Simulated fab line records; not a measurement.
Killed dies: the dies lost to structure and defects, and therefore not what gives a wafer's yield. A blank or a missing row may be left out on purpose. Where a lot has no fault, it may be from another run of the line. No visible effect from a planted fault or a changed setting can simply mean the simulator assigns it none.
Comparing a struck lot with a sound one	flow sky130	37 out of 708 route steps
Sound: wafers L158.1, L158.2, L158.5. Wafers struck: L161.2, L161.4, L161.6. The cause is named last.
For every step that has rows: the tool of each side, followed by ch and its chambers, followed by its first start. Under that, the readings that differ: sound wafers	struck wafers	difference of the means	sigmas: that difference in standard deviations of wafers without a fault.
alike: a reading whose means differ by less than 2 such deviations, as well as words and numbers matching on both sides. not compared: withheld readings; readings where some wafer has no value; bounds like >300 that might hide an equal value; numbers whose values overlap and for which the record gives no deviation.
A row with sigmas, a row that says differs or no value, or rows on one side alone: a step with any of these is where the two part. Numbers that have no deviation but don't overlap get no sigmas and don't part them. A reading missing from all wafers of one side parts the sides only when that side holds two or more wafers.

first, 10 steps without rows for these wafers: SKY_DNWELL_DEVELOP_06 (develop time 60 s); SKY_DNWELL_IMPLANT_07; SKY_DNWELL_STRIP_08 (strips in O2/N2); SKY_PWDE_DEHYDRATE_00 (time 60 s); SKY_PWDE_HMDS_01 (prime time 60 s); SKY_PWDE_COAT_02 (resist thk 3000 nm); SKY_PWDE_SOFTBAKE_03; SKY_PWDE_EXPOSE_04 (exposes mask PWDEM, target cd 840 nm); SKY_PWDE_PEB_05; SKY_PWDE_DEVELOP_06 (develop time 60 s).
SKY_PWDE_IMPLANT_08:
  sound on implanter-04 ch 0, day 6 19:50; struck on implanter-04 ch 0, day 7 14:41
then, 1 step without rows for these wafers: SKY_PWDE_STRIP_09 (strips in O2/N2).
SKY_PWDE_TW_MEAS_10:
  struck on film_metro-04, day 7 14:56; sound on film_metro-02, day 6 20:05
reading	sound	struck	difference	sigmas
PWDE_TW	373.7 373.8 376.4	455.2 457.4 455.4	+81.4	+41
then, 22 steps without rows for these wafers: SKY_NWELL_DEHYDRATE_03 (time 60 s); SKY_NWELL_HMDS_04 (prime time 60 s); SKY_NWELL_COAT_05 (resist thk 3000 nm); SKY_NWELL_SOFTBAKE_06; SKY_NWELL_EXPOSE_07 (exposes mask NWM, target cd 840 nm); SKY_NWELL_PEB_08; SKY_NWELL_DEVELOP_09 (develop time 60 s); SKY_NWELL_IMPLANT_11; SKY_NWELL_IMPLANT_12; SKY_NWELL_IMPLANT_13; SKY_NWELL_STRIP_14 (strips in O2/N2); SKY_NWELL_DEHYDRATE_16 (time 60 s); SKY_NWELL_HMDS_17 (prime time 60 s); SKY_NWELL_COAT_18 (resist thk 3000 nm); SKY_NWELL_SOFTBAKE_19; SKY_NWELL_EXPOSE_20 (exposes mask NWM COMPLEMENT, target cd 840 nm); SKY_NWELL_PEB_21; SKY_NWELL_DEVELOP_22 (develop time 60 s); SKY_NWELL_IMPLANT_24; SKY_NWELL_STRIP_25 (strips in O2/N2); SKY_NWELL_CLEAN_27 (cleans in SC1/SC2, time 150 s); SKY_NWELL_RTA_28 (time 30 s).
SKY_NWELL_RS_MEAS_31: measurement is done with a four-point probe.
  struck on film_metro-02, day 9 08:28; sound on film_metro-01, day 8 12:54
reading	sound	struck	difference	sigmas
PWDE_RS (ohm/sq)	5282 5261 5261	3111 3105 3114	-2158	-99 or more
-- the record jumps here: 40 days lie between the struck wafers' starts before and after (it left off in module NWELL and takes up again in module PAD_OPEN, whose first step shown is number 708 of the route) --
SKY_PAD_OPEN_PROBE_99:
  struck on prober-01, day 49 14:02; sound on prober-02, day 49 00:38
reading	sound	struck	difference	sigmas
model.etest.res_p_drift_20v.line_ohm_um	1.243e+04 1.228e+04 1.256e+04	5670 6208 6226	-6389	
model.etest.res_p_drift_20v.rs_ohm_sq	1.028e+04 1.035e+04 1.05e+04	4859 5089 5194	-5329	
model.etest.res_pwde_under_gate.rs_ohm_sq	6199 6195 6088	3364 3331 3344	-2814	
  alike: killed_at_M0_to_M3, killed_at_M4_up, killed_at_contacts, killed_at_front_end, killed_at_other, killed_dies, killed_open, killed_short

WHERE THEY PART
Earliest at SKY_PWDE_TW_MEAS_10; latest, in this record, at SKY_NWELL_RS_MEAS_31. Later steps at which nothing parts them and some readings are alike: SKY_PAD_OPEN_PROBE_99.

WHY: whatever the simulator had introduced
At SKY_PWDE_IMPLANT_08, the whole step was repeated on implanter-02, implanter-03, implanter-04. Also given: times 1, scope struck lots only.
